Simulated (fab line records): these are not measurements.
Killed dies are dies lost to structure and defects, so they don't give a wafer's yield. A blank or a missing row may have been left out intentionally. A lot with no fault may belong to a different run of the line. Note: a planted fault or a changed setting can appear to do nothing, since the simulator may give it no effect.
fab line records	flow sky130
[record] lots = 12	wafers = 36	last-day = 50
route steps=708 shown FIELD_ISO@5 PWDE@84 VT_ADJUST_HVTP@93
lots that met no fault: from a run of the same line without faults
start-h: the number of hours between the record's first day and the start of the first shown wafer of the lot	wait-h: how many hours have passed since the lot's step before this one	" identical to the entry in the row above	L1.1+2: one row covering several wafers at once	- either no value or no given start	* or withheld: withheld	< > ~ a bound
route shown NAME@n: NAME is a module with steps in the file, n the number in the route of the first one	usual: the fault-free wafers' mean and standard deviation	same: alike in all rows	chamber/n: place in a boat	sites: per-site readings	_std_site: how widely they spread, as a standard deviation	_edge_site: inner sites' mean taken away from outer sites' mean	radius-mm: how far each site lies from the wafer's centre	mask NAME#n: copy n	behind: the most recent tool/chamber to have shaped the wafer	hold: cause of the lot's hold/its duration in hours/its outcome	device: whichever transistor did not switch (one of n, p or np)	end of line: the same wafers' tests at the end of the route	for a step that has no rows: nothing shown but its recipe	killed: count of dies lost to structure and defects at first sort (not the wafer's yield)	map: dies across one wafer; x = killed, . = not, _ = none there
set.NAME: setting as actually run; set.NAME@STEP: the setting as run at that earlier step	model.NAME: the simulator's own value behind a step, which no gauge read
a sample of lots followed through the steps of the route, with each step as a table and each wafer as a row
services: when a tool's chamber went out of use (start-h, in hours from the record's first day, below 0 if earlier), for how many hours, and the reason
[[steps]]
[step SKY_FIELD_ISO_THK_MEAS_04]
[recipe] reads = Si3N4_of_FIELD_ISO_CVD_03
[usual] FIELD_ISO_CVD_03_THK = 165.5/1.4
lot.wafer	tool	chamber	start-h	wait-h	FIELD_ISO_CVD_03_THK[nm]
L371.1	film-metro-01	-	15.93	0.0	164.9
L371.3	"	-	"	"	165.4
L371.4	"	-	"	"	164.5
L372.4	film-metro-01	-	18.97	0.0	167.0
L372.5	"	-	"	"	166.0
L372.6	"	-	"	"	168.0
L373.3	film-metro-02	-	24.77	0.0	165.5
L373.5	"	-	"	"	166.0
L373.6	"	-	"	"	166.4
L374.1	film-metro-03	-	29.02	0.0	166.4
L374.3	"	-	"	"	166.8
L374.4	"	-	"	"	165.2
L375.2	film-metro-02	-	35.92	0.0	165.0
L375.3	"	-	"	"	166.1
L375.4	"	-	"	"	164.2
L382.1	film-metro-02	-	69.45	0.0	166.5
L382.4	"	-	"	"	167.1
L382.6	"	-	"	"	166.6
L385.2	film-metro-03	-	85.80	0.0	165.9
L385.4	"	-	"	"	167.1
L385.6	"	-	"	"	166.9
L388.1	film-metro-01	-	98.49	0.0	161.7
L388.3	"	-	"	"	163.2
L388.6	"	-	"	"	161.5
L389.1	film-metro-01	-	106.57	0.0	167.0
L389.3	"	-	"	"	166.0
L389.5	"	-	"	"	166.4
L391.1	film-metro-01	-	115.73	0.0	164.2
L391.4	"	-	"	"	166.0
L391.6	"	-	"	"	164.9
L392.2	film-metro-01	-	120.53	0.0	164.9
L392.5	"	-	"	"	165.1
L392.6	"	-	"	"	164.9
L394.2	film-metro-03	-	128.49	0.0	164.7
L394.4	"	-	"	"	164.1
L394.5	"	-	"	"	166.2
[step SKY_FIELD_ISO_ETCH_17]
[recipe] target-depth-a = 3420	mask-material = Si3N4	chemistry = HBr/Cl2/O2	target = Si	taper-deg = 5	icp-w = 600	bias-w = 150	pressure-mtorr = 15	HBr_flow_sccm = 150	Cl2_flow_sccm = 40	O2_flow_sccm = 6	time-s = 97.7
[usual] bias-w = 150.0/0.45	drypump-motor-current-A = 5.64/0.29	oes-product-au = 0.998/0.009	throttle-valve-pct = 25.658/0.0097
lot.wafer	tool	chamber	start-h	wait-h	bias-w	drypump-motor-current-A	oes-product-au	rf-hours-counter-h	throttle-valve-pct
L371.1	rie-si-02	2	30.14	0.1	150.9	5.49	1.000	63	25.655
L371.3	"	3	"	"	150.4	5.79	0.999	121	25.659
L371.4	"	0	"	"	150.5	5.32	1.004	102	25.639
L372.4	rie-si-01	2	33.64	0.0	150.8	6.15	0.998	128	25.658
L372.5	"	3	"	"	151.0	5.76	0.974	-	25.663
L372.6	"	2	"	"	150.9	6.13	0.994	-	25.644
L373.3	rie-si-02	1	39.11	0.0	150.1	5.17	1.013	95	25.652
L373.5	"	3	"	"	149.6	5.79	0.991	-	25.656
L373.6	"	0	"	"	149.8	5.31	0.998	-	25.655
L374.1	rie-si-01	3	44.21	0.1	150.4	5.76	0.984	3	25.659
L374.3	"	2	"	"	149.6	6.15	0.993	128	25.674
L374.4	"	1	"	"	149.9	5.76	0.995	139	25.656
L375.2	rie-si-01	1	51.41	0.1	149.5	5.74	0.999	139	25.651
L375.3	"	3	"	"	150.4	5.76	0.991	3	25.661
L375.4	"	2	"	"	150.3	6.15	0.998	128	25.662
L382.1	rie-si-01	2	86.53	0.1	151.0	6.14	0.999	128	25.652
L382.4	"	3	"	"	217.7	5.74	1.050	3	25.634
L382.6	"	1	"	"	150.4	5.75	0.998	-	25.652
L385.2	rie-si-02	2	103.08	0.1	149.8	5.48	0.995	64	25.643
L385.4	"	0	"	"	149.6	5.31	1.007	103	25.657
L385.6	"	0	"	"	149.7	5.33	1.003	-	25.659
L388.1	rie-si-02	1	117.03	0.1	149.8	5.21	1.004	95	25.656
L388.3	"	2	"	"	149.0	5.50	0.988	64	25.662
L388.6	"	1	"	"	150.1	5.20	1.004	-	25.660
L389.1	rie-si-02	0	124.03	0.1	150.3	5.31	1.008	103	25.651
L389.3	"	1	"	"	149.3	5.18	1.014	95	25.650
L389.5	"	1	"	"	149.3	5.17	1.018	-	25.634
L391.1	rie-si-02	1	135.18	0.1	150.0	5.18	1.007	95	25.640
L391.4	"	3	"	"	150.0	5.85	1.007	121	25.665
L391.6	"	0	"	"	150.3	5.34	1.007	-	25.654
L392.2	rie-si-02	1	140.26	0.1	149.5	5.16	1.016	96	25.646
L392.5	"	1	"	"	150.2	5.14	1.019	-	25.655
L392.6	"	0	"	"	150.5	5.31	1.002	-	25.663
L394.2	rie-si-02	1	148.01	0.1	149.8	5.16	1.007	96	25.660
L394.4	"	3	"	"	149.6	5.79	0.998	121	25.648
L394.5	"	2	"	"	149.8	5.47	1.002	-	25.642
[step SKY_NWELL_RS_MEAS_31]
[recipe] thk-meas-gauge = four-point-probe
[usual] PWDE_RS = 5278/16
lot.wafer	tool	chamber	start-h	wait-h	PWDE_RS[ohm/sq]
L371.1	film-metro-01	-	104.67	0.1	5312
L371.3	"	-	"	"	5293
L371.4	"	-	"	"	5308
L372.4	film-metro-01	-	106.22	0.1	5284
L372.5	"	-	"	"	5283
L372.6	"	-	"	"	5282
L373.3	film-metro-01	-	116.66	0.1	5286
L373.5	"	-	"	"	5278
L373.6	"	-	"	"	5281
L374.1	film-metro-04	-	119.73	0.1	5289
L374.3	"	-	"	"	5306
L374.4	"	-	"	"	5313
L375.2	film-metro-02	-	126.33	0.1	5288
L375.3	"	-	"	"	5280
L375.4	"	-	"	"	5274
L382.1	film-metro-04	-	167.66	0.1	5289
L382.4	"	-	"	"	5282
L382.6	"	-	"	"	5284
L385.2	film-metro-04	-	192.06	0.1	5247
L385.4	"	-	"	"	5251
L385.6	"	-	"	"	5262
L388.1	film-metro-01	-	206.76	0.1	5294
L388.3	"	-	"	"	5290
L388.6	"	-	"	"	5288
L389.1	film-metro-02	-	212.62	0.1	5295
L389.3	"	-	"	"	5284
L389.5	"	-	"	"	5262
L391.1	film-metro-01	-	227.08	0.1	5261
L391.4	"	-	"	"	5284
L391.6	"	-	"	"	5270
L392.2	film-metro-02	-	232.28	0.1	5272
L392.5	"	-	"	"	5295
L392.6	"	-	"	"	5278
L394.2	film-metro-01	-	245.80	0.1	5290
L394.4	"	-	"	"	5264
L394.5	"	-	"	"	5269
[step SKY_VT_ADJUST_HVTP_OVL_MEAS_08]
[usual] VT_ADJUST_HVTP_OVL = 1.4/1.4
lot.wafer	tool	chamber	start-h	wait-h	VT_ADJUST_HVTP_OVL[nm]
L371.1	overlay-01	-	121.86	0.1	1.5
L371.3	"	-	"	"	-0.1
L371.4	"	-	"	"	1.1
L372.4	overlay-01	-	122.78	0.1	0.2
L372.5	"	-	"	"	-0.5
L372.6	"	-	"	"	2.6
L373.3	overlay-01	-	135.65	0.1	1.7
L373.5	"	-	"	"	-0.8
L373.6	"	-	"	"	2.5
L374.1	overlay-01	-	138.79	0.1	0.2
L374.3	"	-	"	"	0.6
L374.4	"	-	"	"	0.6
L375.2	overlay-02	-	145.59	0.1	1.9
L375.3	"	-	"	"	1.4
L375.4	"	-	"	"	2.1
L382.1	overlay-01	-	188.34	0.1	1.2
L382.4	"	-	"	"	1.0
L382.6	"	-	"	"	0.8
L385.2	overlay-02	-	213.92	0.1	1.6
L385.4	"	-	"	"	3.8
L385.6	"	-	"	"	3.1
L388.1	overlay-02	-	229.46	0.1	0.4
L388.3	"	-	"	"	1.1
L388.6	"	-	"	"	0.4
L389.1	overlay-02	-	235.03	0.1	1.9
L389.3	"	-	"	"	-0.9
L389.5	"	-	"	"	1.3
L391.1	overlay-02	-	250.13	0.1	1.2
L391.4	"	-	"	"	2.4
L391.6	"	-	"	"	2.4
L392.2	overlay-01	-	255.74	0.1	0.9
L392.5	"	-	"	"	0.0
L392.6	"	-	"	"	1.2
L394.2	overlay-01	-	269.52	0.1	2.9
L394.4	"	-	"	"	2.6
L394.5	"	-	"	"	2.4
[[services]]
tool	chamber	start-h	hours	kind
rie-si-02	3	66.07	4.4	repair
rie-si-01	3	86.88	8.1	repair
rie-si-01	1	123.77	-	clean
rie-si-01	1	123.77	13.6	scheduled-down
rie-si-01	1	123.77	13.6	vent-cycle
[[key]]
[first-sign] step = SKY_FIELD_ISO_ETCH_17	reading = bias-w	direction = up	sigmas = 99+	usual = 150.0	struck = 217.7
[effect] step = SKY_FIELD_ISO_ETCH_17	reading = oes-product-au	direction = up	sigmas = 5.7	usual = 0.998	struck = 1.050
met-at SKY_FIELD_ISO_ETCH_17
struck-lots L382
struck-wafers L382.4
tester-left-out L382
not-acting-at SKY_FIELD_ISO_THK_MEAS_04,SKY_NWELL_RS_MEAS_31,SKY_VT_ADJUST_HVTP_OVL_MEAS_08
onset-between 51.41 86.53
[fault] kind = process-parameter-drift	tool = rie-si-01	chamber = 3	onset-h = 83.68	steps = SKY_FIELD_ISO_ETCH_17	channel = bias-w	offset = 68.076	shape = step	end-h = 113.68	acts-in = these-recipes-only	stated = 150
// tester-left-out: of these lots the tester's yield and bins aren't shown, on N5 and GAA mostly nor the transistor test; their killed dies are dies lost to structure and defects alone, not to doping, threshold or leakage, so they don't give the yield
